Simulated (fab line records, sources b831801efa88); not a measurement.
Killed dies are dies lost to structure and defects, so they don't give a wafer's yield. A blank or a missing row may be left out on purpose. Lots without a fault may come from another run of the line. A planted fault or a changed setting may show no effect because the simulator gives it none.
Which tool did it? | flow sky130 | 15 lots, 45 wafers sampled, at 4 steps of a route of 708

WHAT THE GAUGES READ, wafer by wafer
The record holds no reading of a measuring or inspecting step that can be judged against a usual standard deviation.

WHICH TOOL RAN EACH LOT (tool, then ch and the chambers of the sampled wafers, then the start)
lot  | SKY_METAL2_DESCUM_17              | SKY_VIA2_CMP_02               | SKY_VIA2_CVD_21               | SKY_VIA2_CMP_24
L632 | rie_metal-02 ch 0,1, day 35 04:35 | cmp-01 ch 0,2,3, day 35 05:37 | cvd_w-01 ch 0,1, day 36 09:51 | cmp-02 ch 1,2,3, day 36 10:13
L633 | rie_metal-04 ch 0,1, day 36 01:32 | cmp-02 ch 0,1,2, day 36 02:37 | cvd_w-01 ch 0,1, day 37 06:19 | cmp-01 ch 2,3, day 37 06:38
L634 | rie_metal-02 ch 0,1, day 36 05:23 | cmp-01 ch 0,2,3, day 36 06:27 | cvd_w-02 ch 0,1, day 37 10:01 | cmp-02 ch 0,2,3, day 37 10:22
L637 | rie_metal-03 ch 0,1, day 36 23:56 | cmp-02 ch 0,1,2, day 37 00:54 | cvd_w-02 ch 0,1, day 38 04:16 | cmp-01 ch 0,1,2, day 38 04:34
L636 | rie_metal-03 ch 0,1, day 37 04:38 | cmp-02 ch 0,1,3, day 37 05:35 | cvd_w-02 ch 0,1, day 38 08:41 | cmp-02 ch 1,2,3, day 38 09:01
L638 | rie_metal-03 ch 0, day 37 15:17   | cmp-01 ch 0,1, day 37 16:15   | cvd_w-01 ch 0,1, day 38 18:37 | cmp-02 ch 0,1,3, day 38 18:59
L639 | rie_metal-04 ch 0,1, day 38 01:05 | cmp-01 ch 1,2,3, day 38 02:05 | cvd_w-01 ch 0,1, day 39 04:45 | cmp-02 ch 0,1, day 39 05:18
L640 | rie_metal-03 ch 0,1, day 38 03:08 | cmp-02 ch 0,1,3, day 38 04:14 | cvd_w-02 ch 1, day 39 06:30   | cmp-01 ch 0,1, day 39 06:50
L641 | rie_metal-02 ch 0,1, day 38 17:08 | cmp-02 ch 1,2,3, day 38 18:07 | cvd_w-02 ch 0,1, day 39 20:40 | cmp-01 ch 0,2,3, day 39 20:58
L643 | rie_metal-04 ch 0,1, day 39 01:44 | cmp-02 ch 1,3, day 39 02:44   | cvd_w-02 ch 0,1, day 40 05:25 | cmp-02 ch 0,1, day 40 05:44
L644 | rie_metal-02 ch 0,1, day 39 07:38 | cmp-01 ch 0,1,2, day 39 08:45 | cvd_w-01 ch 0,1, day 40 10:50 | cmp-02 ch 1,2,3, day 40 11:10
L645 | rie_metal-02 ch 1, day 40 04:29   | cmp-01 ch 0,2,3, day 40 05:43 | cvd_w-01 ch 0, day 41 08:00   | cmp-02 ch 0,2,3, day 41 08:26
L646 | rie_metal-04 ch 0,1, day 40 13:00 | cmp-01 ch 1,3, day 40 14:04   | cvd_w-02 ch 0,1, day 41 15:35 | cmp-02 ch 0,3, day 41 15:52
L647 | rie_metal-04 ch 0,1, day 41 00:29 | cmp-01 ch 0,1,2, day 41 01:27 | cvd_w-01 ch 0,1, day 42 03:14 | cmp-02 ch 0,1,2, day 42 03:32
L648 | rie_metal-04 ch 0,1, day 41 05:08 | cmp-02 ch 0,2,3, day 41 06:13 | cvd_w-01 ch 0,1, day 42 07:55 | cmp-02 ch 0,1,3, day 42 08:19
- SKY_METAL2_DESCUM_17: chemistry O2, time 8 s.
- SKY_VIA2_CMP_02: polishes SiO2.
- SKY_VIA2_CVD_21: deposits W, target thk 420 nm, time 126.4 s.
- SKY_VIA2_CMP_24: polishes, stops on SiO2, t overpolish 20 s, target thk 0 nm.

WHAT THE TOOLS THEMSELVES READ (means of the sampled wafers that have a number; where no wafer has one, the mark that the record gives instead)
SKY_METAL2_DESCUM_17.
lot  | tool         | drypump_motor_current_A (A) | oes_product_au (a.u.)
L632 | rie_metal-02 | 5.5                         | 1.000
L633 | rie_metal-04 | 5.4                         | 0.988
L634 | rie_metal-02 | 5.8                         | 1.000
L637 | rie_metal-03 | 5.4                         | 1.008
L636 | rie_metal-03 | 5.3                         | 1.004
L638 | rie_metal-03 | 5.4                         | 1.025
L639 | rie_metal-04 | 5.1                         | 0.998
L640 | rie_metal-03 | 5.4                         | 1.014
L641 | rie_metal-02 | 5.8                         | 1.006
L643 | rie_metal-04 | 5.5                         | 0.994
L644 | rie_metal-02 | 5.8                         | 1.005
L645 | rie_metal-02 | 5.3                         | 1.014
L646 | rie_metal-04 | 5.5                         | 0.993
L647 | rie_metal-04 | 5.4                         | 1.006
L648 | rie_metal-04 | 5.1                         | 0.989

SKY_VIA2_CMP_02.
lot  | tool   | edge_zone_pressure_frac | motor_current_A (A) | platen_rpm (rpm)
L632 | cmp-01 | 0.996                   | 12.3                | 59.97
L633 | cmp-02 | 0.998                   | 11.8                | 59.98
L634 | cmp-01 | 1.002                   | 12.2                | 60.01
L637 | cmp-02 | 0.998                   | 12.2                | 59.98
L636 | cmp-02 | 1.003                   | 11.8                | 59.99
L638 | cmp-01 | 0.999                   | 12.5                | 60.03
L639 | cmp-01 | 1.003                   | 12.9                | 60.04
L640 | cmp-02 | 1.000                   | 12.1                | 60.00
L641 | cmp-02 | 1.000                   | 12.2                | 59.99
L643 | cmp-02 | 0.999                   | 12.4                | 60.00
L644 | cmp-01 | 0.998                   | 13.9                | 59.98
L645 | cmp-01 | 0.995                   | 12.2                | 60.01
L646 | cmp-01 | 0.997                   | 12.2                | 59.98
L647 | cmp-01 | 0.997                   | 13.6                | 59.97
L648 | cmp-02 | 1.001                   | 11.3                | 60.01

SKY_VIA2_CVD_21.
lot  | tool     | heater_power_w (W)
L632 | cvd_w-01 | 745
L633 | cvd_w-01 | 780
L634 | cvd_w-02 | 814
L637 | cvd_w-02 | 790
L636 | cvd_w-02 | 777
L638 | cvd_w-01 | 780
L639 | cvd_w-01 | 782
L640 | cvd_w-02 | 797
L641 | cvd_w-02 | 783
L643 | cvd_w-02 | 764
L644 | cvd_w-01 | 779
L645 | cvd_w-01 | 729
L646 | cvd_w-02 | 781
L647 | cvd_w-01 | 742
L648 | cvd_w-01 | 777

SKY_VIA2_CMP_24.
lot  | tool   | edge_zone_pressure_frac | motor_current_A (A) | overpolish_run_s (s) | platen_rpm (rpm) | time_to_endpoint_s (s)
L632 | cmp-02 | 0.998                   | 11.0                | 20.003               | 59.97            | 107
L633 | cmp-01 | 1.004                   | 10.7                | 19.997               | 59.98            | 101
L634 | cmp-02 | 1.002                   | 10.3                | 19.996               | 60.02            | 105
L637 | cmp-01 | 1.004                   | 12.5                | 19.996               | 60.01            | 102
L636 | cmp-02 | 0.999                   | 11.0                | 20.007               | 60.01            | 104
L638 | cmp-02 | 1.000                   | 10.9                | 20.001               | 59.98            | 101
L639 | cmp-02 | 0.994                   | 11.8                | 19.996               | 59.99            | 101
L640 | cmp-01 | 1.000                   | 11.5                | 20.001               | 59.96            | 100
L641 | cmp-01 | 1.001                   | 11.3                | 20.000               | 59.98            | 94
L643 | cmp-02 | 0.999                   | 11.5                | 19.990               | 59.99            | 102
L644 | cmp-02 | 1.003                   | 11.1                | 19.999               | 59.99            | 104
L645 | cmp-02 | 1.000                   | 10.7                | 20.000               | 59.96            | 100
L646 | cmp-02 | 1.002                   | 10.2                | 13.344               | 59.97            | 121
L647 | cmp-02 | 1.002                   | 11.0                | 6.694                | 60.02            | 140
L648 | cmp-02 | 1.003                   | 10.9                | 6.693                | 60.01            | 140

THE ANSWER, worked out from the rows above alone
Rule: what is usual is taken from the lots themselves. Put in order of their means at a reading, lots are off if they are a third of the lots or fewer, leave a main group of 4 or more, and stand apart from it by a gap of 3 or more times the standard deviation of the main group's means; of several such gaps the widest counts. A main group whose means are all the same, to the digits that the tables above print for the reading, isn't used. A lot without any number at a reading at which 4 lots or more have one is off too. The other lots that the step has rows for count as sound. The gauges are gone through in route order, then the tools' own readings, and for those a lot's mean is taken as printed above. The first step at which some lot is off is used, and at that step the reading that is off furthest; a lot without a number counts as furthest.
Off: L646, L647, L648, at SKY_VIA2_CMP_24 (overpolish_run_s). The main group: mean 19.999 s, standard deviation 0.0041.
A tool fits if, at that step or a process step before it, it ran every lot that is off, and no sound lot after the first of them. Can't be told from this: 2 tools fit, rie_metal-04 at SKY_METAL2_DESCUM_17, cmp-02 at SKY_VIA2_CMP_24.

WHAT THE SIMULATOR HAD PUT IN
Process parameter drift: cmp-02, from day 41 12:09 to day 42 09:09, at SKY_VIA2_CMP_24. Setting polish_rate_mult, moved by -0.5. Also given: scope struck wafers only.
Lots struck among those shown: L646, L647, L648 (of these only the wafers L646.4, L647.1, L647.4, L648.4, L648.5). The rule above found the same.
